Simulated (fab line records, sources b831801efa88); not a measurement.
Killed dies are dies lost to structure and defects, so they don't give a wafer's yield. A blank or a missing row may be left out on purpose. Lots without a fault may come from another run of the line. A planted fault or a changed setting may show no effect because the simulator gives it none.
Which tool did it? | flow gf180mcu | 11 lots, 33 wafers sampled, at 6 steps of a route of 602

WHAT THE GAUGES READ, wafer by wafer
GF_V4_THK_MEAS_01. Usual: V4_CVD_00_THK 586 nm, standard deviation 6.2.
lot  | measured     | on            | V4_CVD_00_THK (nm) | flag
L457 | day 23 21:41 | film_metro-03 | 593 591 596        |
L458 | day 24 00:32 | film_metro-01 | 585 579 580        |
L460 | day 24 21:43 | film_metro-04 | 577 575 583        |
L466 | day 26 12:50 | film_metro-01 | 594 594 585        |
L468 | day 27 06:11 | film_metro-03 | 588 592 588        |
L469 | day 27 11:47 | film_metro-04 | 595 583 587        |
L470 | day 27 20:35 | film_metro-01 | 587 592 587        |
L475 | day 29 10:08 | film_metro-03 | 588 581 587        |
L478 | day 30 07:19 | film_metro-01 | 582 576 582        |
L479 | day 30 08:00 | film_metro-03 | 587 586 587        |
L480 | day 30 13:47 | film_metro-03 | 601 594 591        |

GF_TOP_METAL_RS_MEAS_05: measures by four-point-probe. Usual: TOP_METAL_ALCU_RS 0.0329 ohm/sq, standard deviation 0.00035.
lot  | measured     | on            | TOP_METAL_ALCU_RS (ohm/sq) | flag
L457 | day 27 14:58 | film_metro-04 | 0.0327 0.0326 0.0326       |
L458 | day 27 17:50 | film_metro-04 | 0.0326 0.0326 0.0333       |
L460 | day 28 15:51 | film_metro-03 | 0.0332 0.0331 0.0330       |
L466 | day 30 01:38 | film_metro-03 | 0.0662 0.0641 0.0635       | OFF
L468 | day 30 17:08 | film_metro-02 | 0.0623 0.0634 0.0648       | OFF
L469 | day 30 23:22 | film_metro-02 | 0.0333 0.0327 0.0328       |
L470 | day 31 06:31 | film_metro-03 | 0.0330 0.0330 0.0327       |
L475 | day 32 15:11 | film_metro-03 | 0.0324 0.0323 0.0323       |
L478 | day 33 09:44 | film_metro-03 | 0.0331 0.0329 0.0328       |
L479 | day 33 10:01 | film_metro-04 | 0.0328 0.0331 0.0327       |
L480 | day 33 15:07 | film_metro-04 | 0.0333 0.0328 0.0331       |

GF_TOP_METAL_THK_MEAS_06: measures by xrf. Usual: TOP_METAL_ALCU_THK 908 nm, standard deviation 11.
lot  | measured     | on            | TOP_METAL_ALCU_THK (nm) | flag
L457 | day 27 15:04 | film_metro-04 | 914 909 909             |
L458 | day 27 17:58 | film_metro-04 | 909 915 890             |
L460 | day 28 15:58 | film_metro-03 | 897 905 902             |
L466 | day 30 01:46 | film_metro-03 | 450 468 470             | OFF
L468 | day 30 17:16 | film_metro-02 | 483 476 464             | OFF
L469 | day 30 23:29 | film_metro-02 | 903 915 917             |
L470 | day 31 06:38 | film_metro-03 | 908 910 922             |
L475 | day 32 15:19 | film_metro-03 | 922 927 928             |
L478 | day 33 09:50 | film_metro-03 | 902 906 912             |
L479 | day 33 10:08 | film_metro-04 | 912 903 913             |
L480 | day 33 15:13 | film_metro-04 | 891 905 899             |

GF_PASSIVATION_THK_MEAS_03. Usual: PASSIVATION_CVD_02_THK 701 nm, standard deviation 11.
lot  | measured     | on            | PASSIVATION_CVD_02_THK (nm) | flag
L457 | day 28 12:02 | film_metro-04 | 691 697 703                 |
L458 | day 28 15:26 | film_metro-04 | 697 691 717                 |
L460 | day 29 12:26 | film_metro-03 | 694 719 703                 |
L466 | day 30 21:51 | film_metro-04 | 676 697 695                 |
L468 | day 31 12:13 | film_metro-03 | 681 679 682                 |
L469 | day 31 18:01 | film_metro-04 | 687 688 700                 |
L470 | day 32 01:10 | film_metro-01 | 704 699 715                 |
L475 | day 33 08:26 | film_metro-03 | 712 715 720                 |
L478 | day 34 01:59 | film_metro-01 | 712 711 711                 |
L479 | day 34 02:45 | film_metro-04 | 703 713 711                 |
L480 | day 34 07:43 | film_metro-04 | 675 678 683                 |

WHICH TOOL RAN EACH LOT (tool, then ch and the chambers of the sampled wafers, then the start)
lot  | GF_MIM_SPUTTER_03            | GF_TOP_METAL_SPUTTER_02
L457 | pvd_sputter-03, day 24 21:50 | pvd_sputter-04, day 27 14:51
L458 | pvd_sputter-01, day 25 00:13 | pvd_sputter-02, day 27 17:45
L460 | pvd_sputter-04, day 25 21:46 | pvd_sputter-02, day 28 15:44
L466 | pvd_sputter-04, day 27 11:35 | pvd_sputter-04, day 30 01:33
L468 | pvd_sputter-04, day 28 04:49 | pvd_sputter-04, day 30 17:03
L469 | pvd_sputter-01, day 28 10:01 | pvd_sputter-01, day 30 23:16
L470 | pvd_sputter-01, day 28 18:00 | pvd_sputter-02, day 31 06:25
L475 | pvd_sputter-04, day 30 07:35 | pvd_sputter-02, day 32 15:06
L478 | pvd_sputter-01, day 31 03:20 | pvd_sputter-04, day 33 09:37
L479 | pvd_sputter-04, day 31 04:26 | pvd_sputter-02, day 33 09:55
L480 | pvd_sputter-04, day 31 09:40 | pvd_sputter-02, day 33 15:00
- GF_MIM_SPUTTER_03: material Ti, target thk 10 nm, time 6.7 s.
- GF_TOP_METAL_SPUTTER_02: material AlCu, target thk 900 nm, time 47.82 s.

WHAT THE TOOLS THEMSELVES READ (means of the sampled wafers that have a number; where no wafer has one, the mark that the record gives instead)
GF_MIM_SPUTTER_03. Usual: cathode_dc_power_W 3000.0 W, standard deviation 0.5; throttle_valve_pct 30.9 %, standard deviation 0.97.
lot  | tool           | cathode_dc_power_W (W) | throttle_valve_pct (%) | flag
L457 | pvd_sputter-03 | 2999.8                 | 30.2                   |
L458 | pvd_sputter-01 | 2999.9                 | 31.0                   |
L460 | pvd_sputter-04 | 3000.5                 | 30.4                   |
L466 | pvd_sputter-04 | 2999.8                 | 31.3                   |
L468 | pvd_sputter-04 | 2999.8                 | 31.3                   |
L469 | pvd_sputter-01 | 3000.2                 | 30.6                   |
L470 | pvd_sputter-01 | 3000.0                 | 30.6                   |
L475 | pvd_sputter-04 | 2999.9                 | 31.5                   |
L478 | pvd_sputter-01 | 2999.8                 | 31.2                   |
L479 | pvd_sputter-04 | 2999.9                 | 30.5                   |
L480 | pvd_sputter-04 | 3000.0                 | 31.2                   |

GF_TOP_METAL_SPUTTER_02. Usual: cathode_dc_power_W 10600 W, standard deviation 2; throttle_valve_pct 30.5 %, standard deviation 1.2.
lot  | tool           | cathode_dc_power_W (W) | throttle_valve_pct (%) | flag
L457 | pvd_sputter-04 | 10598                  | 30.9                   |
L458 | pvd_sputter-02 | 10600                  | 29.2                   |
L460 | pvd_sputter-02 | 10601                  | 30.3                   |
L466 | pvd_sputter-04 | 10601                  | 30.8                   |
L468 | pvd_sputter-04 | 10600                  | 31.0                   |
L469 | pvd_sputter-01 | 10600                  | 31.6                   |
L470 | pvd_sputter-02 | 10598                  | 29.3                   |
L475 | pvd_sputter-02 | 10600                  | 28.8                   |
L478 | pvd_sputter-04 | 10598                  | 31.1                   |
L479 | pvd_sputter-02 | 10601                  | 29.1                   |
L480 | pvd_sputter-02 | 10599                  | 30.5                   |

THE ANSWER, worked out from the rows above alone
Rule: a lot is off if the mean of its wafers that have a number lies more than 3 standard deviations from the usual mean. A lot without any number at a reading at which 4 lots or more have one is off too. The other lots that the step has rows for count as sound. The gauges are gone through in route order, then the tools' own readings, and for those a lot's mean is taken as printed above. The first step at which some lot is off is used, and at that step the reading that is off furthest; a lot without a number counts as furthest.
Off: L466, L468, at GF_TOP_METAL_RS_MEAS_05 (TOP_METAL_ALCU_RS).
A tool fits if, at a process step before that reading, it ran every lot that is off, and no sound lot after the first of them. The gauges at GF_TOP_METAL_RS_MEAS_05 are tried like those tools. None of those tried fits.

WHAT THE SIMULATOR HAD PUT IN
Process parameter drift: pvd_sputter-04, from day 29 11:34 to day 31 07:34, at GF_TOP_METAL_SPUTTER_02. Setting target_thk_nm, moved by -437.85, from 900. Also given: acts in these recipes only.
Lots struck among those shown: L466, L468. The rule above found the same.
